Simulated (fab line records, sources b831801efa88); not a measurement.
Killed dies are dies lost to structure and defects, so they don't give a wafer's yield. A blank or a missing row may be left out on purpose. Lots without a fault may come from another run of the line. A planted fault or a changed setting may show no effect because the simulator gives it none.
Which tool did it? | flow sky130 | 11 lots, 33 wafers sampled, at 6 steps of a route of 708

WHAT THE GAUGES READ, wafer by wafer
SKY_SD_N_RS_MEAS_16: measures by four-point-probe.
lot  | measured     | on            | SD_N_RS (ohm/sq)
L899 | day 29 16:23 | film_metro-02 | 68.53 68.60 68.67
L900 | day 29 19:43 | film_metro-03 | 68.51 68.59 68.42
L901 | day 30 15:53 | film_metro-04 | 68.51 68.43 68.49
L902 | day 30 18:30 | film_metro-02 | 68.53 68.60 68.73
L904 | day 31 07:07 | film_metro-03 | 68.65 68.75 68.40
L906 | day 31 22:18 | film_metro-04 | 68.84 68.70 68.66
L908 | day 32 11:32 | film_metro-04 | 71.16 71.20 71.17
L911 | day 33 19:37 | film_metro-04 | 71.32 71.08 71.20
L916 | day 35 17:01 | film_metro-04 | 68.53 68.60 68.33
L918 | day 35 21:25 | film_metro-03 | 68.57 68.55 68.63
L919 | day 36 05:41 | film_metro-04 | 68.54 68.55 68.60

SKY_SD_N_RS_MEAS_17: measures by four-point-probe.
lot  | measured     | on            | SD_P_RS (ohm/sq)
L899 | day 29 16:31 | film_metro-02 | 146.7 147.0 146.9
L900 | day 29 19:50 | film_metro-03 | 146.9 146.9 146.7
L901 | day 30 16:00 | film_metro-04 | 146.7 146.9 146.6
L902 | day 30 18:37 | film_metro-02 | 147.4 147.1 147.2
L904 | day 31 07:14 | film_metro-03 | 146.7 146.9 146.5
L906 | day 31 22:25 | film_metro-04 | 147.5 146.6 147.3
L908 | day 32 11:39 | film_metro-04 | 162.0 161.9 161.1
L911 | day 33 19:44 | film_metro-04 | 162.3 162.0 162.3
L916 | day 35 17:08 | film_metro-04 | 146.7 146.9 146.7
L918 | day 35 21:32 | film_metro-03 | 147.1 147.9 147.8
L919 | day 36 05:49 | film_metro-04 | 147.5 146.8 147.1

SKY_METAL1_OVL_MEAS_16.
lot  | measured     | on         | METAL1_OVL (nm)
L899 | day 34 14:35 | overlay-01 | -9 -5 -9
L900 | day 34 14:37 | overlay-01 | 3 8 -1
L901 | day 35 11:05 | overlay-02 | -6 -10 -8
L902 | day 35 14:04 | overlay-01 | 1 12 4
L904 | day 36 01:10 | overlay-01 | -5 0 4
L906 | day 36 15:01 | overlay-02 | 0 -3 -2
L908 | day 37 04:01 | overlay-01 | -5 -8 0
L911 | day 38 11:17 | overlay-01 | -9 -5 -3
L916 | day 40 05:44 | overlay-02 | -14 -18 -8
L918 | day 40 11:08 | overlay-01 | 3 2 3
L919 | day 40 17:52 | overlay-01 | -5 -1 -4

WHICH TOOL RAN EACH LOT (tool, then ch and the chambers of the sampled wafers, then the start)
lot  | SKY_NWELL_RTA_28                 | SKY_SD_N_RTA_14                  | SKY_CONTACT_SPUTTER_23
L899 | rtp_anneal-02 ch 0, day 6 08:26  | rtp_anneal-02 ch 0, day 29 16:13 | pvd_sputter-04, day 33 10:41
L900 | rtp_anneal-01 ch 0, day 6 09:08  | rtp_anneal-01 ch 0, day 29 19:31 | pvd_sputter-03, day 33 11:17
L901 | rtp_anneal-02 ch 0, day 7 00:22  | rtp_anneal-02 ch 0, day 30 15:43 | pvd_sputter-04, day 34 07:12
L902 | rtp_anneal-01 ch 0, day 7 01:05  | rtp_anneal-02 ch 0, day 30 18:19 | pvd_sputter-03, day 34 10:13
L904 | rtp_anneal-01 ch 0, day 7 12:14  | rtp_anneal-02 ch 0, day 31 06:56 | pvd_sputter-03, day 34 21:50
L906 | rtp_anneal-01 ch 0, day 7 23:07  | rtp_anneal-02 ch 0, day 31 22:07 | pvd_sputter-03, day 35 12:14
L908 | rtp_anneal-02 ch 0, day 8 12:07  | rtp_anneal-02 ch 0, day 32 11:20 | pvd_sputter-04, day 36 00:45
L911 | rtp_anneal-02 ch 0, day 9 16:38  | rtp_anneal-02 ch 0, day 33 19:25 | pvd_sputter-03, day 37 07:56
L916 | rtp_anneal-02 ch 0, day 10 13:16 | rtp_anneal-01 ch 0, day 35 16:50 | pvd_sputter-01, day 39 03:43
L918 | rtp_anneal-01 ch 0, day 11 08:16 | rtp_anneal-01 ch 0, day 35 21:12 | pvd_sputter-01, day 39 08:37
L919 | rtp_anneal-01 ch 0, day 11 16:19 | rtp_anneal-01 ch 0, day 36 05:31 | pvd_sputter-03, day 39 16:24
- SKY_NWELL_RTA_28: time 30 s.
- SKY_SD_N_RTA_14: time 2 s.
- SKY_CONTACT_SPUTTER_23: material TiN, target thk 20 nm, time 80 s.

WHAT THE TOOLS THEMSELVES READ (means of the sampled wafers that have a number; where no wafer has one, the mark that the record gives instead)
SKY_NWELL_RTA_28.
lot  | tool          | lamp_power_pct (%) | ramp_up_c_per_s | wafer_temp_C_max
L899 | rtp_anneal-02 | 25.30              | 149.99          | 1055.4
L900 | rtp_anneal-01 | 25.29              | 150.02          | 1054.9
L901 | rtp_anneal-02 | 25.30              | 150.00          | 1054.8
L902 | rtp_anneal-01 | 25.33              | 150.00          | 1055.3
L904 | rtp_anneal-01 | 25.31              | 150.00          | 1055.6
L906 | rtp_anneal-01 | 25.29              | 149.98          | 1054.3
L908 | rtp_anneal-02 | 25.34              | 150.01          | 1054.2
L911 | rtp_anneal-02 | 25.30              | 150.00          | 1055.2
L916 | rtp_anneal-02 | 25.34              | 149.98          | 1054.0
L918 | rtp_anneal-01 | 25.29              | 150.01          | 1054.9
L919 | rtp_anneal-01 | 25.34              | 149.99          | 1054.6

SKY_SD_N_RTA_14.
lot  | tool          | lamp_power_pct (%) | ramp_up_c_per_s | wafer_temp_C_max
L899 | rtp_anneal-02 | 15.74              | 150.01          | 1078.9
L900 | rtp_anneal-01 | 15.74              | 149.99          | 1078.5
L901 | rtp_anneal-02 | 15.69              | 150.01          | 1077.8
L902 | rtp_anneal-02 | 15.74              | 149.99          | 1078.8
L904 | rtp_anneal-02 | 15.76              | 150.01          | 1076.9
L906 | rtp_anneal-02 | 15.73              | 149.97          | 1077.5
L908 | rtp_anneal-02 | 15.18              | 150.00          | 1078.0
L911 | rtp_anneal-02 | 15.09              | 150.01          | 1077.0
L916 | rtp_anneal-01 | 15.70              | 149.98          | 1077.9
L918 | rtp_anneal-01 | 15.74              | 150.02          | 1078.0
L919 | rtp_anneal-01 | 15.75              | 150.01          | 1077.7

SKY_CONTACT_SPUTTER_23.
lot  | tool           | throttle_valve_pct (%)
L899 | pvd_sputter-04 | 30.5
L900 | pvd_sputter-03 | 28.6
L901 | pvd_sputter-04 | 29.0
L902 | pvd_sputter-03 | 29.6
L904 | pvd_sputter-03 | 28.6
L906 | pvd_sputter-03 | 28.9
L908 | pvd_sputter-04 | 30.3
L911 | pvd_sputter-03 | 28.7
L916 | pvd_sputter-01 | 30.0
L918 | pvd_sputter-01 | 29.1
L919 | pvd_sputter-03 | 28.8

THE ANSWER, worked out from the rows above alone
Rule: what is usual is taken from the lots themselves. Put in order of their means at a reading, lots are off if they are a third of the lots or fewer, leave a main group of 4 or more, and stand apart from it by a gap of 3 or more times the standard deviation of the main group's means; of several such gaps the widest counts. A main group whose means are all the same, to the digits that the tables above print for the reading, isn't used. A lot without any number at a reading at which 4 lots or more have one is off too. The other lots that the step has rows for count as sound. The gauges are gone through in route order, then the tools' own readings, and for those a lot's mean is taken as printed above. The first step at which some lot is off is used, and at that step the reading that is off furthest; a lot without a number counts as furthest.
Off: L908, L911, at SKY_SD_N_RS_MEAS_16 (SD_N_RS). The main group: mean 68.57 ohm/sq, standard deviation 0.075.
A tool fits if, at a process step before that reading, it ran every lot that is off, and no sound lot after the first of them. The gauges at SKY_SD_N_RS_MEAS_16 aren't tried: what is off there is off at SKY_SD_N_RTA_14 too, on other tools, and a gauge's error can't cause that. One fits: rtp_anneal-02 at SKY_SD_N_RTA_14. Its last sound lot is L906 (day 31 22:07), its first lot that is off L908 (day 32 11:20): a fault that began between those two fits.
The tool's own readings at SKY_SD_N_RTA_14 bear it out: on the lots that are off they differ by more than 5 times the standard deviation of the sound lots' means. lamp_power_pct reads 15.13 % there against 15.73 % on the sound lots.

WHAT THE SIMULATOR HAD PUT IN
Process parameter drift: rtp_anneal-02, from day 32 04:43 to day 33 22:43, at SKY_SD_N_RTA_14. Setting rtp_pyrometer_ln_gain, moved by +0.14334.
Lots struck among those shown: L908, L911. The rule above found the same.
